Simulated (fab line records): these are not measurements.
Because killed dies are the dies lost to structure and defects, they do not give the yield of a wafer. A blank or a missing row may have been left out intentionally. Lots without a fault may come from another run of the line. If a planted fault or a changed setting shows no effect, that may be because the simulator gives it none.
Problem report in the 8D (eight disciplines) form, filled by code    flow sky130    the parts of the form that need people (team, actions taken, sign-off) are left out

## 1. THE PROBLEM
head pressure psi at SKY_CONTACT_CMP_04 reads a mean of 3.228 psi on 6 wafers of 2 lots; wafers without a fault read 4.001 psi with a standard deviation of 0.008. Relative to the usual mean, that is a shift of -97 standard deviations.
The step: polishes SiO2.
The first sign was on wafer L979.3 at day 33 14:14, on cmp-01. The record holds 39 wafers of 13 lots with a number at this step. By rule, "out" or "out of limits" means more than 4 standard deviations away from the usual mean. Any other wafer with a number is counted as sound.

## 2. WHAT IT IS; WHAT IT IS NOT
question                     is                                     is not
which readings at this step  head pressure psi, time to endpoint s  -
which lots                   L979, L981                             L969, L970, L972, L973, L975, L977, L980, L989, L990, L991, L992
which wafers of those lots   all that have a number                 -
read on which tools          cmp-01                                 cmp-02
when                         from day 33 14:14                      up to then (18 sound wafers); but 15 sound wafers of L980, L989, L990, L991, L992 came after

## 3. WHAT RULES OUT EACH SUSPECT
Counting: a tool stays on the suspect list if, at a process step up to the reading, it processed all lots that are out and no sound lot following the first of them.
- cmp-01 at SKY_CONTACT_CMP_04 (polishes SiO2): ruled out as a lasting fault. Following L979 (day 33 14:14), the first lot on it that is out, the sound lots L989, L990, L991, L992 were run on it.
Left after counting: nothing in the record.

## 4. THE CAUSE (what the simulator had put in)
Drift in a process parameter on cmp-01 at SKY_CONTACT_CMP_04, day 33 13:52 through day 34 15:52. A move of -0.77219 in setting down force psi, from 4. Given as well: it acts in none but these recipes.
Counting ruled it out, wrongly.

## 5. SEQUENCE OF EFFECTS, ordered by route
One row per reading whose mean, taken over the struck wafers that have a number, lies over 3 standard deviations from the usual. Only readings for which the record gives a usual standard deviation are gone through. hours: the time from each lot's start at the first step in this table that gives one to its start at this step, as a median over the lots. sigmas: the change in usual standard deviations.
hours  step                reading             usual      on struck wafers  change  sigmas
0      SKY_CONTACT_CMP_04  head pressure psi   4.001 psi  3.228             -0.773  -97
0      SKY_CONTACT_CMP_04  time to endpoint s  81 s       99                +18     +5.5
Process steps it contains:
- SKY_CONTACT_CMP_04: polishes SiO2.

## 6. WHAT WOULD HAVE CAUGHT IT SOONER
In this record no reading fell out of limits until day 33 14:14, 0 hours after the fault had begun at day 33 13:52.
